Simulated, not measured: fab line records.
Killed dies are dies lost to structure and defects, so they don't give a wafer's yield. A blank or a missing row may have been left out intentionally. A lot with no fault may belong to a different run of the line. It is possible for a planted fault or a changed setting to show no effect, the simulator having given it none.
Which tool is to blame? || flow gf180mcu || 10 lots, 30 wafers sampled, at 3 steps of a route of 602

WHAT THE GAUGES SHOWED, per wafer
GF_M3_RS_MEAS_05: uses a four-point probe to measure.
{"lot": "L929", "measured": "day 20 06:18", "on": "film metro-03", "M3_ALCU_RS (ohm/sq)": "0.0694 0.0705 0.0704"}
{"lot": "L930", "measured": "day 20 19:03", "on": "film metro-04", "M3_ALCU_RS (ohm/sq)": "0.0694 0.0698 0.0697"}
{"lot": "L931", "measured": "day 21 11:18", "on": "film metro-03", "M3_ALCU_RS (ohm/sq)": "0.0700 0.0698 0.0705"}
{"lot": "L932", "measured": "day 21 22:56", "on": "film metro-03", "M3_ALCU_RS (ohm/sq)": "0.0688 0.0691 0.0697"}
{"lot": "L933", "measured": "day 22 06:27", "on": "film metro-03", "M3_ALCU_RS (ohm/sq)": "0.0698 0.0699 0.0703"}
{"lot": "L941", "measured": "day 25 01:40", "on": "film metro-03", "M3_ALCU_RS (ohm/sq)": "0.0715 0.0868 0.0710"}
{"lot": "L946", "measured": "day 26 21:19", "on": "film metro-03", "M3_ALCU_RS (ohm/sq)": "0.0689 0.0687 0.0694"}
{"lot": "L947", "measured": "day 27 20:14", "on": "film metro-02", "M3_ALCU_RS (ohm/sq)": "0.0689 0.0690 0.0697"}
{"lot": "L950", "measured": "day 27 21:01", "on": "film metro-03", "M3_ALCU_RS (ohm/sq)": "0.0703 0.0707 0.0706"}
{"lot": "L951", "measured": "day 27 22:14", "on": "film metro-02", "M3_ALCU_RS (ohm/sq)": "0.0682 0.0692 0.0685"}

WHAT TOOL EACH LOT RAN ON (gives the tool, then ch and the chambers of the sampled wafers, and finally the start)
{"lot": "L929", "GF_M2_STRIP_17": "plasma asher-04 ch 0,1, day 19 03:56", "GF_M3_SPUTTER_02": "pvd sputter-03, day 20 06:13"}
{"lot": "L930", "GF_M2_STRIP_17": "plasma asher-01 ch 0,1, day 19 15:43", "GF_M3_SPUTTER_02": "pvd sputter-01, day 20 18:56"}
{"lot": "L931", "GF_M2_STRIP_17": "plasma asher-04 ch 0,1, day 20 08:11", "GF_M3_SPUTTER_02": "pvd sputter-02, day 21 11:11"}
{"lot": "L932", "GF_M2_STRIP_17": "plasma asher-02 ch 1, day 20 19:26", "GF_M3_SPUTTER_02": "pvd sputter-01, day 21 22:49"}
{"lot": "L933", "GF_M2_STRIP_17": "plasma asher-04 ch 0,1, day 21 04:05", "GF_M3_SPUTTER_02": "pvd sputter-02, day 22 06:22"}
{"lot": "L941", "GF_M2_STRIP_17": "plasma asher-02 ch 1, day 23 21:52", "GF_M3_SPUTTER_02": "pvd sputter-02, day 25 01:34"}
{"lot": "L946", "GF_M2_STRIP_17": "plasma asher-04 ch 0, day 25 21:22", "GF_M3_SPUTTER_02": "pvd sputter-01, day 26 21:12"}
{"lot": "L947", "GF_M2_STRIP_17": "plasma asher-02 ch 0,1, day 26 20:22", "GF_M3_SPUTTER_02": "pvd sputter-01, day 27 20:09"}
{"lot": "L950", "GF_M2_STRIP_17": "plasma asher-04 ch 0,1, day 26 21:50", "GF_M3_SPUTTER_02": "pvd sputter-03, day 27 20:55"}
{"lot": "L951", "GF_M2_STRIP_17": "plasma asher-04 ch 0, day 26 22:50", "GF_M3_SPUTTER_02": "pvd sputter-01, day 27 22:09"}
- GF_M2_STRIP_17: strips in O2/N2.
- GF_M3_SPUTTER_02: material AlCu, target thk 450 nm, time 23.9 s.

THE ANSWER, worked out from the rows above alone
Rule: the usual values come from the lots themselves. The widest of any qualifying gaps counts: lots, ordered by their means at a reading, are off when they make up no more than a third of the lots, leave a main group of 4 or more, and stand apart from it by 3 or more times the standard deviation of that group's means. Not used: any main group whose means are identical at the precision the tables above print for the reading. Also off: a lot with no number at a reading for which 4 or more lots have one. Any other lot the step has rows for is counted as sound.
Off: L941, seen at GF_M3_RS_MEAS_05 (M3_ALCU_RS). For the main group the mean is 0.0696 ohm/sq and the standard deviation 0.00059.
A tool fits if, at a process step before that reading, it ran every lot that is off, and no sound lot after the first of them. The gauges at GF_M3_RS_MEAS_05 are tried like those tools. One candidate fits, namely pvd sputter-02 at GF_M3_SPUTTER_02. Its last sound lot is L933 (day 22 06:22), its first lot that is off L941 (day 25 01:34): a fault that began between those two fits.

WHAT HAD BEEN PUT IN BY THE SIMULATOR
Site profile drift: pvd sputter-02, from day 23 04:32 on, at GF_M3_SPUTTER_02. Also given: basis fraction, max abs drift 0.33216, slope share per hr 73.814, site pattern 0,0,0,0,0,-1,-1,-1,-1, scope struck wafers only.
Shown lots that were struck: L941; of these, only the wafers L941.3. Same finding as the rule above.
